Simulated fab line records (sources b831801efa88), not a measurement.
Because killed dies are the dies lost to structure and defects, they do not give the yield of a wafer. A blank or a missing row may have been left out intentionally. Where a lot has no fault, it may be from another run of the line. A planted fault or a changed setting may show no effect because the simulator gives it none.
2 desks looking at one fault + flow gf180mcu + what lay behind the numbers comes last; until then each desk has only its own

AT THE TOOL OWNER'S DESK: litho-track-02
The tool's own readings at GF_NWELL_DEVELOP_06 (develop time 60 s): means of the sampled wafers that have a number, for each lot that ran on this tool. Marked OUT: a lot whose mean sits more than 4 standard deviations from the usual mean, which makes it out of limits; the brackets give that distance.
Columns: A = exhaust-pa at GF_NWELL_DEVELOP_06, usual 45.0 Pa
| lot  | first seen here | A    |
|------|-----------------|------|
| L412 | day 3 09:00     | 44.5 |
| L415 | day 4 01:00     | 46.1 |
| L420 | day 5 02:00     | 43.2 |
| L425 | day 6 06:00     | 45.0 |
| L429 | day 7 03:00     | 45.3 |
This desk's verdict: no lot among the 5 shows anything out of limits.

THE METROLOGY DESK
What the gauges read, lot by lot, whatever tool the lot ran on: means of the sampled wafers that have a number. Marked OUT: a lot whose mean sits more than 4 standard deviations from the usual mean, which makes it out of limits; the brackets give that distance.
Columns: A = cd-nm at GF_STI_CD_MEAS_12, usual 220.0 nm; B = NWELL_OVL at GF_NWELL_OVL_MEAS_07, usual -1.6 nm
| lot  | first seen here | A     | B    |
|------|-----------------|-------|------|
| L412 | day 2 02:15     | 220.2 | -1.0 |
| L413 | day 2 06:15     | 219.6 | -1.9 |
| L414 | day 2 11:09     | 221.4 | -2.0 |
| L415 | day 2 19:00     | 219.4 | -0.3 |
| L420 | day 3 18:45     | 218.8 | -2.7 |
| L421 | day 3 23:54     | 220.2 | -1.7 |
| L422 | day 4 04:33     | 219.4 | -1.2 |
| L425 | day 4 20:56     | 220.3 | -    |
| L427 | day 5 06:57     | 216.9 | -2.7 |
| L429 | day 5 17:38     | 221.1 | -    |
| L430 | day 5 21:44     | 217.9 | -1.3 |
| L433 | day 6 13:37     | 220.6 | -0.9 |
| L435 | day 7 00:20     | 221.3 | -2.8 |
This desk's verdict: no lot among the 13 shows anything out of limits.

PUT TOGETHER
The desk of the tool owner found nothing out of limits.
At the metrology desk, nothing out of limits was observed.

WHAT THE SIMULATOR PUT IN
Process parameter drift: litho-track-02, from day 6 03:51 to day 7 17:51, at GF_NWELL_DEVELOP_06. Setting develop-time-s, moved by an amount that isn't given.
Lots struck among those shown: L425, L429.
